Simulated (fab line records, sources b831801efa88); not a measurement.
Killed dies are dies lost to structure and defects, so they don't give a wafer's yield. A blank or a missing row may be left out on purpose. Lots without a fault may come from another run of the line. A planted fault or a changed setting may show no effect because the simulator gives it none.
A struck lot beside a sound one | flow sky130 | 16 steps out of a route of 708
Sound: wafers L734.3, L734.4, L734.6. Struck: wafers L738.1, L738.3, L738.4. The cause comes at the end.
At each step with rows: each side's tool, then ch and its chambers, then its first start. Under that, the readings that differ: sound wafers | struck wafers | difference of the means | sigmas: that difference in standard deviations of wafers without a fault.
alike: readings whose means differ by less than 2 such deviations, and words and numbers that are the same on both sides. not compared: withheld readings, readings that some wafer has no value for, bounds like >300 that may hide the same value, and numbers for which the record gives no deviation and whose values overlap.
The two part at a step that has a row with sigmas, a row that says differs or no value, or rows on one side only. Numbers that don't overlap but have no deviation are shown without sigmas and don't part them. A reading that every wafer of one side lacks parts them only if that side has two wafers or more.

first, 3 steps without rows for these wafers: SKY_METAL2_EXPOSE_12 (exposes mask MM2, target cd 140 nm); SKY_METAL2_PEB_13; SKY_METAL2_DEVELOP_14 (develop time 60 s).
SKY_METAL2_CD_MEAS_15: target cd 140 nm.
  sound on cd_sem-02, day 36 05:37; struck on cd_sem-01, day 37 07:38
  alike: cd_nm
SKY_METAL2_OVL_MEAS_16:
  sound on overlay-02, day 36 05:42; struck on overlay-02, day 37 07:46
  alike: METAL2_OVL
SKY_METAL2_DESCUM_17: chemistry O2, time 8 s.
  sound on rie_metal-04 ch 0,1, day 36 05:44; struck on rie_metal-04 ch 0,1, day 37 07:48
  alike: drypump_motor_current_A, oes_product_au, rf_fwd_power_W
  not compared: rf_hours_counter_h
SKY_METAL2_ETCH_18: etches BARC in N2/H2, stops on SiO2, time 45.9 s, target depth 60 nm.
  sound on rie_metal-04 ch 0,1, day 36 05:46; struck on rie_metal-04 ch 0,1, day 37 07:50
  alike: drypump_motor_current_A, oes_product_au, rf_fwd_power_W, throttle_valve_pct
  not compared: rf_hours_counter_h
SKY_METAL2_METAL_ETCH_19: etches the open film in Cl2/BCl3, stops on SiO2, target depth 360 nm, time 78 s.
  sound on rie_metal-04 ch 0,1, day 36 05:51; struck on rie_metal-04 ch 0,1, day 37 07:53
  alike: drypump_motor_current_A, oes_product_au, rf_fwd_power_W, throttle_valve_pct
  not compared: rf_hours_counter_h
SKY_METAL2_STRIP_20: strips in O2/N2.
  sound on plasma_asher-01 ch 0,1, day 36 05:56; struck on plasma_asher-04 ch 0,1, day 37 07:59
  reading                     | sound       | struck      | difference | sigmas
  drypump_motor_current_A (A) | 6.7 5.7 6.7 | 5.3 5.3 5.3 | -1.1       | -2
  alike: oes_product_au, strip_time_to_endpoint_s
  not compared: rf_hours_counter_h
then, 3 steps without rows for these wafers: SKY_METAL2_STRIP_21 (strips in post etch residue remover, time 1200 s); SKY_METAL2_CLEAN_22 (cleans in IPA, time 180 s); SKY_METAL2_CLEAN_23 (cleans in O3/DIW).
SKY_VIA2_HDPCVD_00: deposits SiO2, target thk 1180 nm, time 196.7 s.
  sound on hdpcvd-01 ch 0,1, day 36 06:30; struck on hdpcvd-01 ch 1,2, day 37 08:54
  alike: pressure_mtorr
SKY_VIA2_THK_MEAS_01:
  sound on film_metro-02, day 36 06:38; struck on film_metro-02, day 37 09:01
  reading              | sound          | struck         | difference | sigmas
  VIA2_HDPCVD_THK (nm) | 1190 1176 1180 | 2380 2361 2375 | +1190      | +99 or more
SKY_VIA2_CMP_02: polishes SiO2.
  sound on cmp-01 ch 0,1,2, day 36 06:47; struck on cmp-02 ch 0,2,3, day 37 09:05
  alike: motor_current_A
then, 1 step without rows for these wafers: SKY_PAD_OPEN_PROBE_99.

WHERE THEY PART
First at SKY_METAL2_STRIP_20; last, within this record, at SKY_VIA2_THK_MEAS_01. Later steps at which nothing parts them and some readings are alike: SKY_VIA2_CMP_02.

WHY: what the simulator had put in
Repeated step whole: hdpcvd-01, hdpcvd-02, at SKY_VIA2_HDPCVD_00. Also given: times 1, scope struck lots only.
